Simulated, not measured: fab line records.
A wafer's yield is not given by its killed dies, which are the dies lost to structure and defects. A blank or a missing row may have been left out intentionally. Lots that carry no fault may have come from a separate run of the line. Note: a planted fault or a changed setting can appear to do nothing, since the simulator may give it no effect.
fab line records	flow sky130
[record] lots = 11	wafers = 33	lastDay = 50
route steps=708 shown VIA3@587 METAL5@664 PASSIVATION@692 PAD_OPEN@708
lots with no fault: from the same line, run without faults
startH: hours from the record's first day to the start of the lot's first wafer shown	waitH: hours from the lot's prior step to this one	" identical to the entry in the row above	L1.1+2: a single row standing in for several wafers	- no value, or no start given	* or withheld: withheld	< > ~ a bound
route shown NAME@n: NAME is a module with steps in the file, n the number in the route of the first one	usual: average and standard deviation across the fault-free wafers	same: alike in all rows	chamber/n: place in a boat	sites: readings site by site	_std_site: their standard deviation	_edge_site: the outer-site mean with the inner-site mean subtracted	radiusMm: how far each site lies from the wafer's centre	mask NAME#n: copy n	behind: the tool/chamber that last shaped the wafer	hold: reason for holding the lot/hours on hold/outcome of the hold	device: names the non-switching transistor (n, p or np)	end of line: the tests these same wafers got at the end of their route	a step given without rows: its recipe and nothing more	killed: the dies lost at the first sort to structure and to defects; this is not the yield of the wafer	map: dies across one wafer; x = killed, . = not, _ = none there
set.NAME: setting as actually run; set.NAME@STEP: the setting as run at that earlier step	model.NAME: the simulator's own value behind a step, which no gauge read
one table for each step of the route and one row for each wafer, over a sample of lots
services: the hour from which a tool's chamber was out of use, counted from the record's first day as startH (under 0 if before that day), plus the number of hours and why
[[steps]]
[step SKY_VIA3_ETCH_14]
[recipe] chemistry = N2/H2	target = BARC	ionEnergyEv = 200	sourceW = 500	biasW = 100	pressureMtorr = 30	n2FlowSccm = 100	h2FlowSccm = 200	stopOn = SiO2	timeS = 45.9	targetDepthA = 600
[usual] drypumpMotorCurrentA = 5.8/0.46	oesProductAu = 0.854/0.0045	throttleValvePct = 13.223/0.009
lot.wafer	tool	chamber	startH	waitH	drypumpMotorCurrentA	oesProductAu	rfHoursCounterH	throttleValvePct
L421.2	rieDiel-03	0	931.65	0.0	6.2	0.848	17	13.232
L421.5	"	3	"	"	6.0	0.855	-	13.234
L421.6	"	2	"	"	5.9	0.858	-	13.214
L422.2	rieDiel-01	0	934.79	0.0	5.6	0.856	16	13.217
L422.4	"	3	"	"	5.5	0.854	14	13.224
L422.5	"	1	"	"	5.0	0.862	-	13.220
L423.2	rieDiel-04	2	947.54	0.0	6.1	0.858	5	13.218
L423.4	"	0	"	"	5.6	0.849	12	13.227
L423.6	"	3	"	"	5.2	0.861	-	13.210
L425.3	rieDiel-03	3	980.39	0.0	5.9	0.849	12	13.215
L425.4	"	0	"	"	6.2	0.848	18	13.216
L425.5	"	3	"	"	6.0	0.864	-	13.223
L431.1	rieDiel-04	0	1007.56	0.0	5.5	0.854	13	13.224
L431.3	"	2	"	"	6.1	0.854	6	13.235
L431.5	"	0	"	"	5.6	0.852	-	13.232
L433.1	rieDiel-04	1	1020.96	0.0	5.1	0.854	22	13.221
L433.4	"	3	"	"	5.2	0.860	12	13.225
L433.6	"	3	"	"	5.2	0.862	-	13.236
L434.1	rieDiel-04	2	1022.11	0.0	6.1	0.859	7	13.218
L434.2	"	0	"	"	5.6	0.861	14	13.228
L434.3	"	1	"	"	5.1	0.857	22	13.221
L439.3	rieDiel-03	2	1063.26	0.0	5.9	0.853	8	13.234
L439.5	"	1	"	"	6.6	0.849	-	13.232
L439.6	"	0	"	"	6.2	0.852	-	13.219
L441.2	rieDiel-04	2	1078.16	0.0	6.1	0.854	9	13.223
L441.4	"	1	"	"	5.2	0.864	24	13.226
L441.5	"	3	"	"	5.2	0.855	-	13.208
L442.1	rieDiel-03	2	1079.65	0.0	5.9	0.858	8	13.228
L442.2	"	0	"	"	6.2	0.858	22	13.216
L442.5	"	1	"	"	6.6	0.853	-	13.214
L443.3	rieDiel-04	2	1079.86	0.0	6.1	0.855	9	13.211
L443.5	"	1	"	"	5.2	0.856	-	13.226
L443.6	"	2	"	"	6.1	0.857	-	13.218
[step SKY_METAL5_SPUTTER_03]
[recipe] material = Ti	targetThkNm = 5	powerW = 3000	timeS = 3.3	chamberPressurePa = 0.4
[usual] throttleValvePct = 29.6/0.96
lot.wafer	tool	chamber	startH	waitH	throttleValvePct
L421.2	pvdSputter-03	-	1007.26	0.0	28.7
L421.5	"	-	"	"	30.9
L421.6	"	-	"	"	28.1
L422.2	pvdSputter-04	-	1011.09	0.0	30.0
L422.4	"	-	"	"	31.2
L422.5	"	-	"	"	29.2
L423.2	pvdSputter-03	-	1022.62	0.0	29.0
L423.4	"	-	"	"	28.1
L423.6	"	-	"	"	30.7
L425.3	pvdSputter-01	-	1053.82	0.0	30.1
L425.4	"	-	"	"	30.1
L425.5	"	-	"	"	29.6
L431.1	pvdSputter-01	-	1078.90	0.0	30.1
L431.3	"	-	"	"	29.9
L431.5	"	-	"	"	30.2
L433.1	pvdSputter-04	-	1090.64	0.0	29.4
L433.4	"	-	"	"	30.2
L433.6	"	-	"	"	29.8
L434.1	pvdSputter-01	-	1092.51	0.0	30.1
L434.2	"	-	"	"	29.8
L434.3	"	-	"	"	29.9
L439.3	pvdSputter-03	-	1130.08	0.0	28.1
L439.5	"	-	"	"	30.5
L439.6	"	-	"	"	28.1
L441.2	pvdSputter-04	-	1142.26	0.0	30.8
L441.4	"	-	"	"	30.4
L441.5	"	-	"	"	29.4
L442.1	pvdSputter-03	-	1143.29	0.0	30.5
L442.2	"	-	"	"	29.0
L442.5	"	-	"	"	30.7
L443.3	pvdSputter-03	-	1145.14	0.0	28.9
L443.5	"	-	"	"	29.2
L443.6	"	-	"	"	28.2
[step SKY_METAL5_DESCUM_14]
[recipe] chemistry = O2	sourcePowerW = 150	biasPowerW = 0	pressureMtorr = 10	tempC = 40	timeS = 11
[usual] drypumpMotorCurrentA = 5.8/0.39	oesProductAu = 0.997/0.0083	tempC = 40.00/0.11
lot.wafer	tool	chamber	startH	waitH	drypumpMotorCurrentA	oesProductAu	rfHoursCounterH	tempC
L421.2	rieMetal-04	0	1029.94	0.1	5.9	1.002	7	40.06
L421.5	"	1	"	"	6.3	1.004	-	39.84
L421.6	"	0	"	"	5.9	1.002	-	40.16
L422.2	rieMetal-04	0	1033.19	0.1	5.9	1.000	7	39.92
L422.4	"	0	"	"	5.9	0.997	-	39.96
L422.5	"	0	"	"	5.9	0.990	-	40.10
L423.2	rieMetal-03	0	1045.11	0.1	5.7	0.995	17	40.05
L423.4	"	0	"	"	5.7	0.999	-	40.03
L423.6	"	1	"	"	5.7	0.997	-	40.03
L425.3	rieMetal-01	1	1075.07	0.1	6.0	1.011	-	40.07
L425.4	"	0	"	"	5.2	0.993	-	40.02
L425.5	"	1	"	"	6.0	1.009	-	40.10
L431.1	rieMetal-04	1	1099.24	0.1	6.3	0.994	15	40.01
L431.3	"	0	"	"	5.9	0.993	-	39.97
L431.5	"	1	"	"	6.3	0.994	-	40.02
L433.1	rieMetal-01	0	1110.99	0.1	5.2	0.996	22	40.04
L433.4	"	1	"	"	5.9	0.990	-	40.14
L433.6	"	1	"	"	5.9	1.012	-	40.02
L434.1	rieMetal-01	0	1113.05	0.1	5.2	0.990	22	39.86
L434.2	"	1	"	"	6.0	1.005	26	40.14
L434.3	"	1	"	"	5.9	1.015	-	39.99
L439.3	rieMetal-01	1	1148.85	0.1	5.9	1.006	-	40.01
L439.5	"	0	"	"	5.2	0.998	-	40.15
L439.6	"	1	"	"	6.0	0.995	-	40.00
L441.2	rieMetal-04	1	1159.86	0.1	6.3	0.998	21	40.01
L441.4	"	0	"	"	5.9	0.995	-	39.87
L441.5	"	1	"	"	6.3	0.987	-	40.25
L442.1	rieMetal-03	0	1160.40	0.1	5.7	0.991	26	39.86
L442.2	"	1	"	"	5.7	1.009	10	40.22
L442.5	"	1	"	"	5.7	0.999	-	40.19
L443.3	rieMetal-01	0	1163.27	0.1	5.2	0.988	-	39.99
L443.5	"	0	"	"	5.2	0.991	-	40.00
L443.6	"	0	"	"	5.2	0.991	-	40.04
[step SKY_PASSIVATION_ETCH_11]
[recipe] chemistry = CF4/O2	targetDepthNm = 725	stopOn = AlCu	sourceW = 800	biasW = 150	pressureMtorr = 150	cf4FlowSccm = 80	O2_flow_sccm = 10	timeS = 161.1
[usual] drypumpMotorCurrentA = 5.9/0.42	oesProductAu = 0.978/0.0072	throttleValvePct = 5.963/0.01
lot.wafer	tool	chamber	startH	waitH	drypumpMotorCurrentA	oesProductAu	rfHoursCounterH	throttleValvePct
L421.2	rieDiel-02	2	1052.16	-	5.9	0.974	23	5.949
L421.5	"	0	"	"	5.6	0.992	-	5.966
L421.6	"	1	"	"	6.4	0.981	-	5.959
L422.2	rieDiel-02	2	1056.13	-	6.0	0.974	23	5.955
L422.4	"	3	"	"	6.1	0.982	22	5.974
L422.5	"	1	"	"	6.5	0.968	-	5.984
L423.2	rieDiel-04	1	1067.85	-	5.2	0.977	24	5.960
L423.4	"	3	"	"	5.2	0.983	14	5.963
L423.6	"	0	"	"	5.6	0.988	-	5.973
L425.3	rieDiel-04	1	1096.33	-	5.2	0.964	25	5.970
L425.4	"	3	"	"	5.2	0.984	15	5.953
L425.5	"	0	"	"	5.5	0.979	-	5.957
L431.1	rieDiel-04	1	1120.98	-	5.2	0.976	26	5.979
L431.3	"	3	"	"	5.2	0.968	16	5.958
L431.5	"	1	"	"	5.2	0.973	-	5.963
L433.1	rieDiel-03	3	1131.96	-	5.9	0.977	18	5.961
L433.4	"	0	"	"	6.2	0.978	24	5.961
L433.6	"	3	"	"	6.0	0.977	-	5.973
L434.1	rieDiel-02	2	1134.33	-	6.0	0.977	1	5.965
L434.2	"	3	"	"	6.1	0.983	1	5.962
L434.3	"	0	"	"	5.7	0.979	13	5.952
L439.3	rieDiel-03	0	1166.93	-	6.2	0.964	25	5.958
L439.5	"	1	"	"	6.6	0.975	-	5.949
L439.6	"	2	"	"	5.9	0.976	-	5.970
L441.2	rieDiel-03	3	1177.01	-	5.9	0.980	20	5.983
L441.4	"	2	"	"	5.9	0.970	12	5.969
L441.5	"	3	"	"	5.9	0.974	-	5.952
L442.1	rieDiel-04	1	1177.96	-	5.1	0.976	28	5.957
L442.2	"	3	"	"	5.2	0.975	18	5.969
L442.5	"	3	"	"	5.2	0.987	-	5.948
L443.3	rieDiel-04	2	1180.76	-	6.1	0.969	13	5.936
L443.5	"	1	"	"	5.1	0.982	-	5.972
L443.6	"	0	"	"	5.6	0.982	-	5.963
[step SKY_PAD_OPEN_PROBE_99]
[usual] defectLimitedYield = 82.9/2	killed_at_M0_to_M3 = 42/7.4	killed_at_M4_up = 3.3/2.1	killedAtContacts = 24/5.3	killedAtFrontEnd = 15/4.5	killedAtOther = 0.3/0.57	killedDies = 84/10	killedOnRim = 17/3.8	killedOpen = 46/7.5	killedShort = 38/6.4	sort_bin_3_pad_short = 0.9/0.44	sort_bin_5_function = 10.2/1.5	sort_bin_6_memory = 6.0/1.1	sortNPass = 408/10	sortYieldPct = 82.9/2
[same] grossDies = 492	killedAtBackSide = 0	sort_bin_4_leakage[%] = 0	sort_bin_8_speed[%] = 0
lot.wafer	tool	chamber	startH	waitH	defectLimitedYield[%]	killed_at_M0_to_M3	killed_at_M4_up	killedAtContacts	killedAtFrontEnd	killedAtOther	killedDies	killedOnRim	killedOpen	killedShort	sort_bin_3_pad_short[%]	sort_bin_5_function[%]	sort_bin_6_memory[%]	sortNPass	sortYieldPct[%]
L421.2	prober-01	-	1075.64	0.1	83.7	39	1	28	12	0	80	14	49	31	0.6	11.6	4.1	412	83.7
L421.5	prober-01	-	1075.79	0.2	78.0	50	9	30	19	0	108	20	59	48	0.8	12.2	8.9	384	78.0
L421.6	prober-01	-	1075.84	0.2	82.7	43	3	25	14	0	85	22	53	32	1.0	9.6	6.7	407	82.7
L422.2	prober-02	-	1080.25	0.1	83.5	38	2	24	17	0	81	12	42	39	0.4	10.6	5.5	411	83.5
L422.4	prober-02	-	1080.35	0.2	83.7	45	4	16	15	0	80	18	38	42	0.8	9.6	5.9	412	83.7
L422.5	prober-02	-	1080.40	0.2	80.7	43	2	35	15	0	95	20	52	43	0.8	12.4	6.1	397	80.7
L423.2	prober-01	-	1091.30	0.1	81.7	45	0	26	18	1	90	23	48	42	2.0	9.1	7.1	402	81.7
L423.4	prober-01	-	1091.40	0.2	82.5	46	5	20	15	0	86	19	44	40	0.6	10.6	6.3	406	82.5
L423.6	prober-01	-	1091.50	0.2	80.7	55	5	20	15	0	95	17	59	36	0.8	10.8	7.7	397	80.7
L425.3	prober-01	-	1119.04	0.2	82.7	38	4	30	13	0	85	21	42	43	0.6	10.2	6.5	407	82.7
L425.4	prober-01	-	1119.09	0.2	81.5	50	7	22	12	0	91	17	43	48	0.8	11.0	6.7	401	81.5
L425.5	prober-01	-	1119.14	0.2	82.1	46	3	19	20	0	88	15	41	47	1.0	11.4	5.5	404	82.1
L431.1	prober-01	-	1142.41	0.1	73.0	84	4	31	14	0	133	28	46	50	2.0	17.5	7.5	359	73.0
L431.3	prober-01	-	1142.51	0.2	75.0	97	1	13	11	1	123	18	38	24	2.2	16.5	6.3	369	75.0
L431.5	prober-01	-	1142.61	0.2	77.0	68	2	22	21	0	113	27	42	35	2.0	13.6	7.3	379	77.0
L433.1	prober-02	-	1153.16	0.1	76.0	91	3	19	5	0	118	29	36	42	3.3	16.1	4.7	374	76.0
L433.4	prober-02	-	1153.31	0.2	73.2	92	6	16	18	0	132	24	48	34	3.7	17.7	5.5	360	73.2
L433.6	prober-02	-	1153.41	0.2	74.6	91	2	24	8	0	125	24	42	26	3.3	15.7	6.5	367	74.6
L434.1	prober-01	-	1155.06	0.1	69.1	116	2	24	10	0	152	18	57	34	5.7	15.9	9.3	340	69.1
L434.2	prober-01	-	1155.11	0.1	75.0	88	2	18	15	0	123	25	36	48	3.5	14.6	6.9	369	75.0
L434.3	prober-01	-	1155.16	0.2	78.9	67	3	24	9	1	104	25	39	30	2.0	13.0	6.1	388	78.9
L439.3	prober-01	-	1185.76	0.2	81.9	50	1	23	15	0	89	13	49	40	1.8	9.1	7.1	403	81.9
L439.5	prober-01	-	1185.86	0.2	86.0	34	2	15	18	0	69	13	32	37	0.8	8.1	5.1	423	86.0
L439.6	prober-01	-	1185.91	0.2	84.8	37	3	18	17	0	75	17	43	32	1.0	8.5	5.7	417	84.8
L441.2	prober-02	-	1195.27	0.1	82.3	41	2	26	18	0	87	16	51	36	0.4	11.6	5.7	405	82.3
L441.4	prober-02	-	1195.37	0.2	82.9	32	3	35	14	0	84	18	51	33	0.6	11.6	4.9	408	82.9
L441.5	prober-02	-	1195.42	0.2	83.1	30	4	23	26	0	83	9	47	36	1.2	10.0	5.7	409	83.1
L442.1	prober-01	-	1196.08	0.1	84.3	38	1	22	16	0	77	15	47	30	1.8	10.6	3.3	415	84.3
L442.2	prober-01	-	1196.13	0.1	85.0	37	3	22	12	0	74	13	38	36	0.6	8.9	5.5	418	85.0
L442.5	prober-01	-	1196.28	0.2	79.5	43	3	39	15	1	101	16	55	46	1.4	10.8	8.3	391	79.5
L443.3	prober-02	-	1199.15	0.2	87.0	23	6	19	16	0	64	14	35	29	0.4	8.3	4.3	428	87.0
L443.5	prober-02	-	1199.25	0.2	81.9	45	6	23	15	0	89	21	44	45	1.0	10.8	6.3	403	81.9
L443.6	prober-02	-	1199.30	0.2	77.2	59	1	33	19	0	112	21	71	41	0.6	14.6	7.5	380	77.2
// killed by level:class
L421.2 VIA1:geometricParticle:open=13 CONTACT:geometricParticle:open=11 LOCAL_INTERCONNECT:geometricParticle:short=6 VIA2:geometricParticle:open=6 METAL2:geometricParticle:short=5 FIELD_ISO:geometricParticle:open=4 VIA3:geometricParticle:open=4 FIELD_ISO:geometricParticle:short=3
L421.5 CONTACT:geometricParticle:open=11 VIA3:geometricParticle:open=11 LI_CONTACT:geometricParticle:open=10 METAL2:geometricParticle:short=9 VIA1:geometricParticle:open=6 VIA2:geometricParticle:open=6 VIA3:geometricParticle:short=6 LOCAL_INTERCONNECT:geometricParticle:short=5
L421.6 VIA1:geometricParticle:open=11 LI_CONTACT:geometricParticle:open=10 VIA3:geometricParticle:open=6 CONTACT:geometricParticle:open=6 FIELD_ISO:geometricParticle:open=5 METAL1:geometricParticle:short=5 METAL2:geometricParticle:short=5 LOCAL_INTERCONNECT:geometricParticle:short=4
L422.2 VIA1:geometricParticle:open=12 METAL1:geometricParticle:short=8 CONTACT:geometricParticle:short=7 VIA2:geometricParticle:open=6 POLY_GATE:geometricParticle:open=5 LI_CONTACT:geometricParticle:open=5 LOCAL_INTERCONNECT:geometricParticle:short=5 CONTACT:geometricParticle:open=5
L422.4 VIA1:geometricParticle:open=13 METAL3:geometricParticle:short=6 VIA3:geometricParticle:open=6 CONTACT:geometricParticle:open=5 METAL1:geometricParticle:short=5 POLY_GATE:geometricParticle:short=4 LI_CONTACT:geometricParticle:open=4 VIA2:geometricParticle:open=4
L422.5 CONTACT:geometricParticle:open=11 VIA2:geometricParticle:open=9 LI_CONTACT:geometricParticle:open=8 CONTACT:geometricParticle:short=6 VIA1:geometricParticle:open=6 FIELD_ISO:geometricParticle:open=5 LI_CONTACT:geometricParticle:short=5 VIA3:geometricParticle:open=5
L423.2 VIA2:geometricParticle:open=12 VIA1:geometricParticle:open=9 CONTACT:geometricParticle:open=9 CONTACT:geometricParticle:short=7 METAL2:geometricParticle:short=6 LOCAL_INTERCONNECT:geometricParticle:short=5 FIELD_ISO:geometricParticle:open=4 POLY_GATE:geometricParticle:short=4
L423.4 VIA1:geometricParticle:open=12 VIA2:geometricParticle:open=6 CONTACT:geometricParticle:open=5 LI_CONTACT:geometricParticle:short=4 LOCAL_INTERCONNECT:geometricParticle:short=4 METAL1:geometricParticle:open=4 CONTACT:geometricParticle:short=4 METAL1:geometricParticle:short=4
L423.6 VIA1:geometricParticle:open=15 VIA2:geometricParticle:open=10 CONTACT:geometricParticle:open=8 METAL2:geometricParticle:short=6 LI_CONTACT:geometricParticle:open=5 VIA1:geometricParticle:short=5 VIA3:geometricParticle:open=5 VIA3:geometricParticle:short=4
L425.3 CONTACT:geometricParticle:open=13 METAL2:geometricParticle:short=8 LI_CONTACT:geometricParticle:open=7 VIA1:geometricParticle:short=6 VIA1:geometricParticle:open=5 CONTACT:geometricParticle:short=5 VIA3:geometricParticle:open=5 METAL1:geometricParticle:short=4
L425.4 VIA1:geometricParticle:open=11 METAL2:geometricParticle:short=9 VIA2:geometricParticle:open=8 VIA3:geometricParticle:open=6 METAL4:geometricParticle:short=6 LI_CONTACT:geometricParticle:short=5 LI_CONTACT:geometricParticle:open=5 METAL1:geometricParticle:short=5
L425.5 METAL2:geometricParticle:short=10 METAL1:geometricParticle:short=9 LI_CONTACT:geometricParticle:open=7 VIA2:geometricParticle:open=7 VIA3:geometricParticle:open=5 FIELD_ISO:geometricParticle:short=4 SPACER:geometricParticle:open=4 CONTACT:geometricParticle:open=4
L431.1 VIA3:unspecified=37 LI_CONTACT:geometricParticle:open=10 VIA1:geometricParticle:open=8 CONTACT:geometricParticle:open=7 VIA2:geometricParticle:short=7 METAL1:geometricParticle:short=6 METAL2:geometricParticle:short=6 VIA1:geometricParticle:short=5
L431.3 VIA3:unspecified=61 VIA1:geometricParticle:open=11 VIA3:geometricParticle:open=7 LI_CONTACT:geometricParticle:open=5 CONTACT:geometricParticle:open=5 VIA2:geometricParticle:open=5 FIELD_ISO:geometricParticle:short=4 METAL2:geometricParticle:short=4
L431.5 VIA3:unspecified=36 FIELD_ISO:geometricParticle:open=7 LI_CONTACT:geometricParticle:open=7 VIA1:geometricParticle:open=7 CONTACT:geometricParticle:open=7 METAL2:geometricParticle:short=5 VIA2:geometricParticle:open=5 POLY_GATE:geometricParticle:short=4
L433.1 VIA3:unspecified=40 VIA1:geometricParticle:open=10 VIA1:geometricParticle:short=8 VIA3:geometricParticle:open=8 METAL1:geometricParticle:short=7 LI_CONTACT:geometricParticle:open=5 METAL2:geometricParticle:short=5 LI_CONTACT:geometricParticle:short=4
L433.4 VIA3:unspecified=50 VIA1:geometricParticle:open=11 VIA2:geometricParticle:open=7 POLY_GATE:geometricParticle:open=6 METAL1:geometricParticle:short=5 VIA3:geometricParticle:open=5 FIELD_ISO:geometricParticle:open=4 CONTACT:geometricParticle:short=4
L433.6 VIA3:unspecified=57 CONTACT:geometricParticle:open=11 VIA1:geometricParticle:open=9 VIA2:geometricParticle:open=7 LOCAL_INTERCONNECT:geometricParticle:short=5 METAL2:geometricParticle:short=4 VIA3:geometricParticle:open=4 LI_CONTACT:geometricParticle:open=3
L434.1 VIA3:unspecified=61 VIA3:geometricParticle:open=13 VIA1:geometricParticle:open=13 CONTACT:geometricParticle:open=9 METAL2:geometricParticle:short=7 LI_CONTACT:geometricParticle:open=7 METAL1:geometricParticle:short=7 FIELD_ISO:geometricParticle:short=4
L434.2 VIA3:unspecified=39 LI_CONTACT:geometricParticle:open=8 METAL1:geometricParticle:short=8 VIA2:geometricParticle:short=7 VIA3:geometricParticle:open=6 METAL2:geometricParticle:short=6 FIELD_ISO:geometricParticle:short=5 VIA1:geometricParticle:short=5
L434.3 VIA3:unspecified=35 LI_CONTACT:geometricParticle:open=10 CONTACT:geometricParticle:open=7 VIA1:geometricParticle:open=6 METAL2:geometricParticle:short=6 VIA3:geometricParticle:open=5 LOCAL_INTERCONNECT:geometricParticle:short=4 VIA1:geometricParticle:short=4
L439.3 VIA1:geometricParticle:open=14 VIA2:geometricParticle:open=7 FIELD_ISO:geometricParticle:open=6 LI_CONTACT:geometricParticle:open=6 CONTACT:geometricParticle:open=6 METAL1:geometricParticle:short=6 VIA2:geometricParticle:short=6 METAL2:geometricParticle:short=5
L439.5 VIA1:geometricParticle:short=8 VIA1:geometricParticle:open=6 FIELD_ISO:geometricParticle:short=5 VIA3:geometricParticle:open=4 POLY_GATE:geometricParticle:short=4 CONTACT:geometricParticle:open=4 VIA2:geometricParticle:open=4 FIELD_ISO:geometricParticle:open=3
L439.6 VIA1:geometricParticle:open=12 CONTACT:geometricParticle:open=7 METAL3:geometricParticle:short=5 POLY_GATE:geometricParticle:open=5 VIA2:geometricParticle:open=5 LI_CONTACT:geometricParticle:open=4 METAL1:geometricParticle:short=4 VIA2:geometricParticle:short=4
L441.2 CONTACT:geometricParticle:open=12 VIA3:geometricParticle:open=8 VIA1:geometricParticle:open=8 VIA1:geometricParticle:short=7 FIELD_ISO:geometricParticle:short=5 LI_CONTACT:geometricParticle:open=5 VIA3:geometricParticle:short=5 FIELD_ISO:geometricParticle:open=4
L441.4 CONTACT:geometricParticle:open=16 VIA1:geometricParticle:open=7 LOCAL_INTERCONNECT:geometricParticle:short=6 CONTACT:geometricParticle:short=6 METAL2:geometricParticle:short=6 VIA2:geometricParticle:open=6 FIELD_ISO:geometricParticle:open=5 LI_CONTACT:geometricParticle:open=5
L441.5 FIELD_ISO:geometricParticle:open=10 CONTACT:geometricParticle:open=9 POLY_GATE:geometricParticle:short=7 CONTACT:geometricParticle:short=6 VIA2:geometricParticle:open=6 VIA3:geometricParticle:open=5 LI_CONTACT:geometricParticle:open=4 VIA1:geometricParticle:open=4
L442.1 VIA1:geometricParticle:open=16 CONTACT:geometricParticle:open=10 FIELD_ISO:geometricParticle:short=5 VIA2:geometricParticle:open=5 LI_CONTACT:geometricParticle:open=4 VIA3:geometricParticle:open=4 FIELD_ISO:geometricParticle:open=3 POLY_GATE:geometricParticle:short=3
L442.2 VIA1:geometricParticle:open=10 CONTACT:geometricParticle:open=7 FIELD_ISO:geometricParticle:short=6 METAL2:geometricParticle:short=6 CONTACT:geometricParticle:short=5 LI_CONTACT:geometricParticle:open=4 VIA3:geometricParticle:open=4 VIA2:geometricParticle:open=4
L442.5 CONTACT:geometricParticle:open=15 VIA1:geometricParticle:open=13 LI_CONTACT:geometricParticle:open=9 POLY_GATE:geometricParticle:short=7 VIA1:geometricParticle:short=7 METAL1:geometricParticle:short=6 LOCAL_INTERCONNECT:geometricParticle:short=5 CONTACT:geometricParticle:short=5
L443.3 VIA2:geometricParticle:open=8 CONTACT:geometricParticle:open=7 POLY_GATE:geometricParticle:short=5 LI_CONTACT:geometricParticle:open=5 FIELD_ISO:geometricParticle:open=4 CONTACT:geometricParticle:short=4 VIA1:geometricParticle:open=4 METAL4:geometricParticle:short=4
L443.5 CONTACT:geometricParticle:open=9 METAL1:geometricParticle:short=7 VIA1:geometricParticle:short=7 POLY_GATE:geometricParticle:short=6 LI_CONTACT:geometricParticle:open=6 VIA1:geometricParticle:open=6 VIA2:geometricParticle:open=6 FIELD_ISO:geometricParticle:short=5
L443.6 CONTACT:geometricParticle:open=14 VIA2:geometricParticle:open=13 LI_CONTACT:geometricParticle:open=10 VIA1:geometricParticle:open=10 VIA3:geometricParticle:open=10 VIA1:geometricParticle:short=6 POLY_GATE:geometricParticle:short=5 SONOS_ONO:geometricParticle:short=4
[[services]]
tool	chamber	startH	hours	kind
pvdSputter-04	-	911.62	2.0	repair
pvdSputter-01	-	945.79	17.2	repair
rieDiel-02	-	951.05	2.8	pm
rieDiel-02	1	959.72	6.5	repair
pvdSputter-03	-	965.62	10.3	repair
rieDiel-02	3	967.04	4.9	repair
rieDiel-04	-	973.22	15.6	pm
pvdSputter-03	-	974.49	2.7	repair
rieDiel-02	1	1012.89	4.4	repair
rieDiel-04	-	1017.06	0.3	repair
rieDiel-03	-	1028.44	2.8	pm
pvdSputter-03	-	1057.93	12.8	repair
pvdSputter-01	-	1059.73	1.0	repair
pvdSputter-04	-	1092.30	6.6	repair
rieDiel-02	2	1125.70	4.3	repair
pvdSputter-04	-	1136.99	2.6	repair
pvdSputter-03	-	1137.50	3.9	repair
rieDiel-02	3	1145.70	6.5	repair
rieDiel-02	1	1148.22	10.2	repair
rieMetal-01	0	1156.18	5.9	repair
pvdSputter-03	-	1167.69	1.9	repair
rieMetal-04	1	1168.49	2.9	repair
rieDiel-02	1	1175.40	20.0	repair
pvdSputter-03	-	1177.06	1.7	repair
[[key]]
[firstSign] step = SKY_PAD_OPEN_PROBE_99	reading = killed_at_M0_to_M3	direction = up	sigmas = 6.2	usual = 42	struck = 88
[effect] step = SKY_PAD_OPEN_PROBE_99	reading = sort_bin_3_pad_short	direction = up	sigmas = 4.9	usual = 0.9	struck = 3.1
metAt SKY_VIA3_ETCH_14
struckLots L431,L433,L434
notActingAt SKY_METAL5_SPUTTER_03,SKY_METAL5_DESCUM_14,SKY_PASSIVATION_ETCH_11
onsetBetween 947.54 1007.56
[fault] kind = chamberParticleSource	tool = rieDiel-04	chamber = -	onsetH = 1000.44	steps = SKY_VIA3_ETCH_14	ratePerVisitCm2 = 1.1853	endH = 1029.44
